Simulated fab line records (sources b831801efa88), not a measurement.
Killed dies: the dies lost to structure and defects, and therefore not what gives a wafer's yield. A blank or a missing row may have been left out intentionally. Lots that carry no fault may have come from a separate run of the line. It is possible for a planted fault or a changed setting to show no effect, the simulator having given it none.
Problem report in the 8D (eight disciplines) form, filled by code / flow sfq-line / the parts of the form that need people (team, actions taken, sign-off) are left out

## 1. PROBLEM STATEMENT
M0_NB_RS at SFQ_M0_RS_MEAS_904 reads a mean of 1.499 ohm/sq on 4 wafers of 2 lots; wafers without a fault read 0.888 ohm/sq with a standard deviation of 0.0093. That puts it +66 standard deviations away from the usual mean.
The step: measures by four-point-probe.
First observed at day 7 05:16: wafer L297.4, on film-metro-04. The record holds 18 wafers of 6 lots with a number at this step. By rule, "out" or "out of limits" means more than 4 standard deviations away from the usual mean. The other wafers with a number count as sound.

## 2. WHAT IT IS; WHAT IT IS NOT
question=which readings at this step | is=M0_NB_RS | is not=-
question=which lots | is=L297, L298 | is not=L288, L290, L301, L305
question=which wafers of those lots | is=L297.4, L297.5, L298.1, L298.6 | is not=L297.3, L298.5
question=read on which gauges | is=film-metro-02, film-metro-04 | is not=film-metro-03
question=when | is=from day 7 05:16 | is not=up to then (7 sound wafers); but 7 sound wafers of L298, L301, L305 came after

## 3. WHAT RULES OUT EACH SUSPECT
Counting: any tool at a process step up to the reading remains a suspect provided it ran every lot that is out. Sound lots after the first of them don't rule it out here, since some wafers of a struck lot are sound.
- the gauge at SFQ_M0_RS_MEAS_904 has been ruled out. The wafers that are out were read on 2 gauges (film-metro-02, film-metro-04).
- pvd-sputter-05 at SFQ_TRILAYER_M0_DEP_SPUTTER_019 (material Nb, target thk 200 nm, time 133.3 s): kept. Ran every lot that is out, first one L297 (day 7 05:08); last sound lot up to then L288 (day 5 00:47).
Left after counting: pvd-sputter-05 at SFQ_TRILAYER_M0_DEP_SPUTTER_019.

## 4. THE CAUSE (what the simulator had put in)
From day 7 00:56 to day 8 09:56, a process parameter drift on pvd-sputter-05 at SFQ_TRILAYER_M0_DEP_SPUTTER_019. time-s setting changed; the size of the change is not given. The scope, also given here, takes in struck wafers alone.
The count eliminated every tool but this one.

## 5. SEQUENCE OF EFFECTS, ordered by route
One row per reading whose mean, taken over the struck wafers that have a number, lies over 3 standard deviations from the usual. Only readings for which the record gives a usual standard deviation are gone through. hours: the time from each lot's start at the first step in this table that gives one to its start at this step, as a median over the lots. sigmas: the change in usual standard deviations.
hours=0; step=SFQ_M0_RS_MEAS_904; reading=M0_NB_RS; usual=0.888 ohm/sq; on struck wafers=1.499; change=+0.611; sigmas=+66
hours=71; step=SFQ_TRILAYER_M0_ETCH_METAL_ETCH_024; reading=oes-product-au; usual=0.896 a.u.; on struck wafers=0.683; change=-0.213; sigmas=-31
Process steps it contains:
- SFQ_TRILAYER_M0_ETCH_METAL_ETCH_024: etches Nb in Cl2/Ar, stops on SiO2, target depth 240 nm, time 120 s.
At these later measuring or inspecting steps, every struck wafer for which the step has a row has a number for every such reading, and none has moved that far: SFQ_M0_OVL_MEAS_906, SFQ_I0_BOW_MEAS_907, SFQ_I0_OVL_MEAS_908, SFQ_M8_BOW_MEAS_951.

## 6. WHAT WOULD HAVE CAUGHT IT SOONER
In this record the first reading out of limits at a measuring or inspecting step was taken at day 7 05:16, 4 hours after the fault began at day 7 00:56.
No tool reading at SFQ_TRILAYER_M0_DEP_SPUTTER_019 that has a usual standard deviation in the record was out on any struck wafer, so an alarm limit of 4 standard deviations on those readings would not have fired.
L298, from the lots that are out (2), started SFQ_TRILAYER_M0_DEP_SPUTTER_019 on pvd-sputter-05 later than day 7 05:16. Had the tool been put on hold then, it would have been spared.
